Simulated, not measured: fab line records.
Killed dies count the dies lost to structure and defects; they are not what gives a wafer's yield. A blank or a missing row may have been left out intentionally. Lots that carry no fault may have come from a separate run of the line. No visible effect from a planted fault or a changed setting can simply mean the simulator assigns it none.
Which tool did it?	flow sky130	42 wafers from 14 lots sampled at 6 of the route's 708 steps

## WHAT THE GAUGES READ, wafer by wafer
SKY_LDD_LDN_OVL_MEAS_07. Usual: LDD_LDN_OVL 1.0 nm, standard deviation 1.4.
lot	measured	on	LDD_LDN_OVL (nm)	flag
L329	day 22 10:17	overlay-01	1.2 -0.3 0.6	
L330	day 23 02:32	overlay-02	0.3 -0.3 1.3	
L331	day 23 09:13	overlay-01	1.6 1.6 0.0	
L332	day 23 15:32	overlay-02	0.2 3.0 0.2	
L333	day 24 11:25	overlay-02	0.8 2.5 1.5	
L334	day 24 22:01	overlay-02	0.8 1.5 1.6	
L335	day 25 00:38	overlay-02	-0.9 -0.3 0.3	
L336	day 25 15:55	overlay-01	0.5 -1.8 -0.2	
L340	day 26 18:31	overlay-01	-0.7 0.3 -0.6	
L339	day 26 21:44	overlay-01	2.1 0.8 1.2	
L341	day 27 06:10	overlay-01	-2.4 -1.0 1.1	
L342	day 27 19:31	overlay-01	1.4 -0.7 0.4	
L343	day 27 23:47	overlay-02	-0.6 0.7 -1.6	
L351	day 31 03:41	overlay-01	2.1 1.8 3.8	

SKY_SD_P_OVL_MEAS_08. Usual: SD_P_OVL -0.4 nm, standard deviation 1.4.
lot	measured	on	SD_P_OVL (nm)	flag
L329	day 25 00:08	overlay-02	-1.9 -2.7 -1.0	
L330	day 25 17:20	overlay-02	-0.6 -1.1 1.1	
L331	day 25 23:29	overlay-01	0.3 0.1 -1.1	
L332	day 26 05:59	overlay-01	1.2 -1.1 -0.8	
L333	day 27 02:17	overlay-01	-0.2 -0.9 -0.3	
L334	day 27 10:23	overlay-02	0.5 -0.1 -2.0	
L335	day 27 14:08	overlay-02	-2.5 -0.7 -0.5	
L336	day 28 02:29	overlay-01	1.8 1.7 1.1	
L340	day 29 07:05	overlay-02	-0.8 -1.1 -0.8	
L339	day 29 11:10	overlay-01	0.3 1.1 1.7	
L341	day 29 19:05	overlay-02	-2.3 -0.7 -1.8	
L342	day 30 08:17	overlay-02	1.0 -0.4 0.1	
L343	day 30 11:05	overlay-02	0.2 -1.4 0.2	
L351	day 33 12:31	overlay-01	-0.5 -1.7 -1.8	

SKY_SD_N_TW_MEAS_12. Usual: SD_N_TW 3945, standard deviation 67.
lot	measured	on	SD_N_TW	flag
L329	day 27 11:16	filmMetro-01	3850 3838 3826	
L330	day 28 02:38	filmMetro-02	3993 3977 3966	
L331	day 28 09:36	filmMetro-02	3963 3965 3980	
L332	day 28 15:34	filmMetro-01	3880 3856 3858	
L333	day 29 12:26	filmMetro-02	3955 3965 3972	
L334	day 29 21:14	filmMetro-02	4015 4005 4009	
L335	day 30 00:06	filmMetro-04	4019 4019 4016	
L336	day 30 12:59	filmMetro-01	3875 3866 3857	
L340	day 31 14:12	filmMetro-01	3860 3864 3863	
L339	day 31 18:31	filmMetro-04	4014 4014 3999	
L341	day 32 02:53	filmMetro-01	29 29 29	OFF
L342	day 32 15:43	filmMetro-01	29 29 29	OFF
L343	day 32 18:28	filmMetro-02	4000 3989 3992	
L351	day 35 17:47	filmMetro-04	4001 3987 3995	

## EACH LOT AND THE TOOL THAT RAN IT (in order: tool; ch and the chambers of the sampled wafers; start)
lot	SKY_LDD_HVN_STRIP_09	SKY_RES_XHIGH_STRIP_08	SKY_SD_N_STRIP_11
L329	plasmaAsher-02 ch 0,1, day 19 21:07	plasmaAsher-01 ch 0,1, day 26 06:01	plasmaAsher-01 ch 0,1, day 27 11:10
L330	plasmaAsher-02 ch 0,1, day 20 14:51	plasmaAsher-01 ch 0,1, day 26 21:58	plasmaAsher-01 ch 0,1, day 28 02:31
L331	plasmaAsher-02 ch 0,1, day 20 19:34	plasmaAsher-03 ch 0,1, day 27 04:34	plasmaAsher-04 ch 0,1, day 28 09:29
L332	plasmaAsher-02 ch 0,1, day 21 03:34	plasmaAsher-03 ch 0,1, day 27 10:43	plasmaAsher-01 ch 0,1, day 28 15:28
L333	plasmaAsher-03 ch 1, day 21 23:15	plasmaAsher-03 ch 0, day 28 07:13	plasmaAsher-02 ch 0, day 29 12:20
L334	plasmaAsher-02 ch 0,1, day 22 10:45	plasmaAsher-04 ch 0,1, day 28 15:49	plasmaAsher-02 ch 0,1, day 29 21:08
L335	plasmaAsher-03 ch 1, day 22 13:36	plasmaAsher-03 ch 0,1, day 28 18:59	plasmaAsher-04 ch 0,1, day 29 23:59
L336	plasmaAsher-01 ch 0,1, day 23 04:33	plasmaAsher-03 ch 0,1, day 29 08:01	plasmaAsher-02 ch 0,1, day 30 12:53
L340	plasmaAsher-01 ch 0,1, day 24 07:39	plasmaAsher-01 ch 0,1, day 30 11:07	plasmaAsher-01 ch 0,1, day 31 14:05
L339	plasmaAsher-03 ch 0,1, day 24 10:37	plasmaAsher-01 ch 0,1, day 30 15:23	plasmaAsher-02 ch 0,1, day 31 18:25
L341	plasmaAsher-01 ch 0,1, day 24 20:24	plasmaAsher-03 ch 0,1, day 30 23:03	plasmaAsher-02 ch 0,1, day 32 02:47
L342	plasmaAsher-02 ch 0,1, day 25 10:49	plasmaAsher-03 ch 0,1, day 31 12:02	plasmaAsher-02 ch 0,1, day 32 15:37
L343	plasmaAsher-03 ch 0,1, day 25 14:18	plasmaAsher-01 ch 0,1, day 31 14:25	plasmaAsher-04 ch 0,1, day 32 18:22
L351	plasmaAsher-02 ch 0,1, day 28 20:30	plasmaAsher-01 ch 0,1, day 34 15:10	plasmaAsher-01 ch 0,1, day 35 17:41
- SKY_LDD_HVN_STRIP_09: strips in O2/N2.
- SKY_RES_XHIGH_STRIP_08: strips in O2/N2.
- SKY_SD_N_STRIP_11: strips in O2/N2.

## AS READ BY THE TOOLS THEMSELVES (means over the sampled wafers that have a number; for cases with no such wafer, the mark the record gives instead)
SKY_LDD_HVN_STRIP_09. Usual: chamberPressureMTorr 1500.0 mTorr, standard deviation 1.4; drypumpMotorCurrentA 5.6 A, standard deviation 0.47; o2FlowSccm 3001 sccm, standard deviation 9.3; oesProductAu 0.408 a.u., standard deviation 0.0045; stripTimeToEndpointS 4.129 s, standard deviation 0.02.
lot	tool	chamberPressureMTorr (mTorr)	drypumpMotorCurrentA (A)	o2FlowSccm (sccm)	oesProductAu (a.u.)	stripTimeToEndpointS (s)	flag
L329	plasmaAsher-02	1500.5	6.1	2999	0.408	4.140	
L330	plasmaAsher-02	1501.2	5.9	3004	0.407	4.113	
L331	plasmaAsher-02	1500.7	6.1	2992	0.408	4.109	
L332	plasmaAsher-02	1500.5	6.2	3004	0.416	4.166	
L333	plasmaAsher-03	1500.5	5.7	3003	0.416	4.116	
L334	plasmaAsher-02	1498.2	6.1	3005	0.410	4.112	
L335	plasmaAsher-03	1498.7	5.7	2997	0.409	4.118	
L336	plasmaAsher-01	1499.5	5.5	3013	0.407	4.126	
L340	plasmaAsher-01	1499.1	5.5	2998	0.402	4.114	
L339	plasmaAsher-03	1500.2	5.5	3007	0.411	4.153	
L341	plasmaAsher-01	1500.7	5.3	3006	0.411	4.128	
L342	plasmaAsher-02	1499.5	5.9	3005	0.406	4.115	
L343	plasmaAsher-03	1499.8	5.5	3011	0.405	4.137	
L351	plasmaAsher-02	1501.1	5.9	2995	0.410	4.166	

SKY_RES_XHIGH_STRIP_08. Usual: chamberPressureMTorr 1499.9 mTorr, standard deviation 1.3; drypumpMotorCurrentA 5.5 A, standard deviation 0.4; o2FlowSccm 3001 sccm, standard deviation 8.8; oesProductAu 0.711 a.u., standard deviation 0.0046; stripTimeToEndpointS 14.25 s, standard deviation 0.046.
lot	tool	chamberPressureMTorr (mTorr)	drypumpMotorCurrentA (A)	o2FlowSccm (sccm)	oesProductAu (a.u.)	stripTimeToEndpointS (s)	flag
L329	plasmaAsher-01	1500.5	5.3	2996	0.706	14.21	
L330	plasmaAsher-01	1499.8	5.3	3002	0.712	14.31	
L331	plasmaAsher-03	1501.3	5.3	3000	0.714	14.24	
L332	plasmaAsher-03	1499.8	5.5	3002	0.707	14.20	
L333	plasmaAsher-03	1499.6	5.1	3016	0.710	14.25	
L334	plasmaAsher-04	1499.7	5.9	3001	0.716	14.30	
L335	plasmaAsher-03	1498.4	5.5	2993	0.711	14.21	
L336	plasmaAsher-03	1500.0	5.3	3007	0.713	14.29	
L340	plasmaAsher-01	1498.9	5.5	2998	0.711	14.31	
L339	plasmaAsher-01	1499.8	5.5	3004	0.714	14.20	
L341	plasmaAsher-03	-	-	-	-	-	OFF
L342	plasmaAsher-03	-	-	-	-	-	OFF
L343	plasmaAsher-01	1500.6	5.5	3001	0.714	14.27	
L351	plasmaAsher-01	1499.1	5.2	2999	0.715	14.22	

SKY_SD_N_STRIP_11. Usual: chamberPressureMTorr 1500.1 mTorr, standard deviation 1.3; drypumpMotorCurrentA 5.7 A, standard deviation 0.44; o2FlowSccm 3000 sccm, standard deviation 8.5; oesProductAu 0.527 a.u., standard deviation 0.0051; stripTimeToEndpointS 22.55 s, standard deviation 0.045.
lot	tool	chamberPressureMTorr (mTorr)	drypumpMotorCurrentA (A)	o2FlowSccm (sccm)	oesProductAu (a.u.)	stripTimeToEndpointS (s)	flag
L329	plasmaAsher-01	1498.9	5.5	2989	0.523	22.55	
L330	plasmaAsher-01	1500.5	5.5	3000	0.529	22.54	
L331	plasmaAsher-04	1500.4	5.9	2999	0.526	22.51	
L332	plasmaAsher-01	1500.2	5.5	2989	0.526	22.62	
L333	plasmaAsher-02	1499.5	6.4	3007	0.522	22.57	
L334	plasmaAsher-02	1500.1	5.9	2998	0.530	22.54	
L335	plasmaAsher-04	1500.0	5.9	2997	0.527	22.48	
L336	plasmaAsher-02	1500.7	5.9	3010	0.530	22.54	
L340	plasmaAsher-01	1500.0	5.3	3003	0.528	22.54	
L339	plasmaAsher-02	1500.8	6.1	3005	0.530	22.58	
L341	plasmaAsher-02	1500.0	5.9	2998	0.620	39.37	OFF
L342	plasmaAsher-02	1500.3	5.9	2998	0.614	39.48	OFF
L343	plasmaAsher-04	1499.7	5.9	2991	0.526	22.54	
L351	plasmaAsher-01	1499.0	5.2	3001	0.523	22.46	

## THE ANSWER, worked out from the rows above alone
Rule: lot off if the mean of its wafers having a number is beyond 3 standard deviations from the usual mean. A lot without any number at a reading at which 4 lots or more have one is off too. Where the step has rows for the other lots, those lots are counted as sound. Order of review: gauges by route order, followed by the tools' own readings, for which a lot's mean as printed above is used. At the first step where some lot is off, the reading lying furthest off is the one used; lots without a number count as furthest.
Off: at SKY_SD_N_TW_MEAS_12 (SD_N_TW), L341, L342.
A tool fits if, at a process step before that reading, it ran every lot that is off, and no sound lot after the first of them. Not tried: the gauges at SKY_SD_N_TW_MEAS_12; whatever is off there is also off at SKY_RES_XHIGH_STRIP_08, on other tools, and gauge error can't account for it. 2 tools fit, plasmaAsher-03 at SKY_RES_XHIGH_STRIP_08 and plasmaAsher-02 at SKY_SD_N_STRIP_11, so this cannot tell which one it is.

## WHAT HAD BEEN PUT IN BY THE SIMULATOR
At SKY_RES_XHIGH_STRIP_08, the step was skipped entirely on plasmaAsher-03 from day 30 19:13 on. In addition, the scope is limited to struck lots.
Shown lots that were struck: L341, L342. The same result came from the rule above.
